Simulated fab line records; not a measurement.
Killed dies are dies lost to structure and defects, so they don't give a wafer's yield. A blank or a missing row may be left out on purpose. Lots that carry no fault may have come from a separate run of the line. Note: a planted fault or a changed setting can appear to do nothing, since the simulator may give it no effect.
Split-lot study || flow sky130 || 23 wafers read from 5 lots, route of 708 steps

== THE SPLIT ITSELF ==
At SKY_PAD_OPEN_COAT_02 (resist thk 3000 nm), the setting spin rpm was moved away from the recipe's 2000 rpm on 8 of the 23 wafers read, by -5.4% to +5.1%. The other wafers ran this setting at the recipe's value.

The reading is taken at the split's own step.

== THE READING ==
coat_of_PAD_OPEN_COAT_02.thk nm (the simulator's own value, which no gauge read), in nm, at SKY_PAD_OPEN_COAT_02 (resist thk 3000 nm). The file does not state a usual value for it. Average 2994 nm, standard deviation 5.9 nm, over the 15 wafers here run with the recipe.

{"wafer": "L074.1", "tool, chamber at the split": "litho track-02, 0", "spin rpm as run, rpm": 2000, "against the recipe": "recipe", "coat_of_PAD_OPEN_COAT_02.thk nm, nm": 2995, "against lot-mates on the recipe": "-"}
{"wafer": "L074.4", "tool, chamber at the split": "litho track-02, 0", "spin rpm as run, rpm": 2000, "against the recipe": "recipe", "coat_of_PAD_OPEN_COAT_02.thk nm, nm": 2995, "against lot-mates on the recipe": "-"}
{"wafer": "L074.6", "tool, chamber at the split": "litho track-02, 0", "spin rpm as run, rpm": 2000, "against the recipe": "recipe", "coat_of_PAD_OPEN_COAT_02.thk nm, nm": 2995, "against lot-mates on the recipe": "-"}
{"wafer": "L074.2", "tool, chamber at the split": "litho track-02, 0", "spin rpm as run, rpm": 2000, "against the recipe": "recipe", "coat_of_PAD_OPEN_COAT_02.thk nm, nm": 2985, "against lot-mates on the recipe": "-"}
{"wafer": "L074.3", "tool, chamber at the split": "litho track-02, 0", "spin rpm as run, rpm": 2000, "against the recipe": "recipe", "coat_of_PAD_OPEN_COAT_02.thk nm, nm": 3000, "against lot-mates on the recipe": "-"}
{"wafer": "L077.1", "tool, chamber at the split": "litho track-02, 0", "spin rpm as run, rpm": 2000, "against the recipe": "recipe", "coat_of_PAD_OPEN_COAT_02.thk nm, nm": 3002, "against lot-mates on the recipe": "-"}
{"wafer": "L077.2", "tool, chamber at the split": "litho track-02, 0", "spin rpm as run, rpm": 2000, "against the recipe": "recipe", "coat_of_PAD_OPEN_COAT_02.thk nm, nm": 2994, "against lot-mates on the recipe": "-"}
{"wafer": "L077.4", "tool, chamber at the split": "litho track-02, 0", "spin rpm as run, rpm": 2102, "against the recipe": "+5.1%", "coat_of_PAD_OPEN_COAT_02.thk nm, nm": 2921, "against lot-mates on the recipe": -77}
{"wafer": "L077.5", "tool, chamber at the split": "litho track-02, 0", "spin rpm as run, rpm": 2102, "against the recipe": "+5.1%", "coat_of_PAD_OPEN_COAT_02.thk nm, nm": 2928, "against lot-mates on the recipe": -70}
{"wafer": "L077.6", "tool, chamber at the split": "litho track-02, 0", "spin rpm as run, rpm": 2102, "against the recipe": "+5.1%", "coat_of_PAD_OPEN_COAT_02.thk nm, nm": 2928, "against lot-mates on the recipe": -70}
{"wafer": "L075.1", "tool, chamber at the split": "litho track-02, 0", "spin rpm as run, rpm": 2000, "against the recipe": "recipe", "coat_of_PAD_OPEN_COAT_02.thk nm, nm": 2992, "against lot-mates on the recipe": "-"}
{"wafer": "L075.2", "tool, chamber at the split": "litho track-02, 0", "spin rpm as run, rpm": 2000, "against the recipe": "recipe", "coat_of_PAD_OPEN_COAT_02.thk nm, nm": 2995, "against lot-mates on the recipe": "-"}
{"wafer": "L075.6", "tool, chamber at the split": "litho track-02, 0", "spin rpm as run, rpm": 2000, "against the recipe": "recipe", "coat_of_PAD_OPEN_COAT_02.thk nm, nm": 2987, "against lot-mates on the recipe": "-"}
{"wafer": "L079.1", "tool, chamber at the split": "litho track-02, 0", "spin rpm as run, rpm": 1891, "against the recipe": "-5.4%", "coat_of_PAD_OPEN_COAT_02.thk nm, nm": 3073, "against lot-mates on the recipe": "+83"}
{"wafer": "L079.2", "tool, chamber at the split": "litho track-02, 0", "spin rpm as run, rpm": 1891, "against the recipe": "-5.4%", "coat_of_PAD_OPEN_COAT_02.thk nm, nm": 3078, "against lot-mates on the recipe": "+88"}
{"wafer": "L079.4", "tool, chamber at the split": "litho track-02, 0", "spin rpm as run, rpm": 1891, "against the recipe": "-5.4%", "coat_of_PAD_OPEN_COAT_02.thk nm, nm": 3071, "against lot-mates on the recipe": "+81"}
{"wafer": "L079.5", "tool, chamber at the split": "litho track-02, 0", "spin rpm as run, rpm": 2000, "against the recipe": "recipe", "coat_of_PAD_OPEN_COAT_02.thk nm, nm": 2996, "against lot-mates on the recipe": "-"}
{"wafer": "L079.6", "tool, chamber at the split": "litho track-02, 0", "spin rpm as run, rpm": 2000, "against the recipe": "recipe", "coat_of_PAD_OPEN_COAT_02.thk nm, nm": 2984, "against lot-mates on the recipe": "-"}
{"wafer": "L083.1", "tool, chamber at the split": "litho track-03, 0", "spin rpm as run, rpm": 1961, "against the recipe": "-1.9%", "coat_of_PAD_OPEN_COAT_02.thk nm, nm": 3027, "against lot-mates on the recipe": "+30"}
{"wafer": "L083.2", "tool, chamber at the split": "litho track-03, 0", "spin rpm as run, rpm": 1961, "against the recipe": "-1.9%", "coat_of_PAD_OPEN_COAT_02.thk nm, nm": 3022, "against lot-mates on the recipe": "+25"}
{"wafer": "L083.4", "tool, chamber at the split": "litho track-03, 0", "spin rpm as run, rpm": 2000, "against the recipe": "recipe", "coat_of_PAD_OPEN_COAT_02.thk nm, nm": 3001, "against lot-mates on the recipe": "-"}
{"wafer": "L083.5", "tool, chamber at the split": "litho track-03, 0", "spin rpm as run, rpm": 2000, "against the recipe": "recipe", "coat_of_PAD_OPEN_COAT_02.thk nm, nm": 2987, "against lot-mates on the recipe": "-"}
{"wafer": "L083.6", "tool, chamber at the split": "litho track-03, 0", "spin rpm as run, rpm": 2000, "against the recipe": "recipe", "coat_of_PAD_OPEN_COAT_02.thk nm, nm": 3003, "against lot-mates on the recipe": "-"}

FIT RESULTS
A straight line over all 23 wafers: coat_of_PAD_OPEN_COAT_02.thk nm changes by -14.1 nm for each +1% of spin rpm; r = -0.99; the points scatter about the line by 5.5 nm.
The same after taking each lot's own level away (the mean of its wafers on the recipe; 23 wafers): -14.8 nm for each +1%; r = -0.99; scatter 5 nm.
According to that fit, moving spin rpm by its largest amount changes the reading by 81 nm.
Measured against the standard deviation above, the lots' own levels, which go from 2990.0 to 2998.0 nm, span 1.4 times it.
So the lot-to-lot level changes the slope little: the two slopes agree.
Check: for one of the wafers moved furthest among these (-5.4%), held out of the fit, the line's prediction against its lot-mates is +80.9 nm. It came out at +83 nm against them.

== FURTHER SPLITS ON THESE WAFERS ==
Before the reading, these wafers also passed through other splits. Each is held against what the fit with the lots' levels taken away leaves over:
{"other split on the same wafers": "SKY_METAL5_SPUTTER_03 power w", "wafers away from the commonest value": 7, "r with coat_of_PAD_OPEN_COAT_02.thk nm (lot level and that fit taken away)": "+0.04"}
{"other split on the same wafers": "SKY_METAL5_METAL_ETCH_15 over etch frac", "wafers away from the commonest value": 8, "r with coat_of_PAD_OPEN_COAT_02.thk nm (lot level and that fit taken away)": "+0.27"}
{"other split on the same wafers": "SKY_PASSIVATION_COAT_06 spin rpm", "wafers away from the commonest value": 7, "r with coat_of_PAD_OPEN_COAT_02.thk nm (lot level and that fit taken away)": "+0.24"}

== FILE'S OWN FIT ==
coat_of_PAD_OPEN_COAT_02.thk nm changes by -14.8 nm for each +1% of spin rpm, r = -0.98.
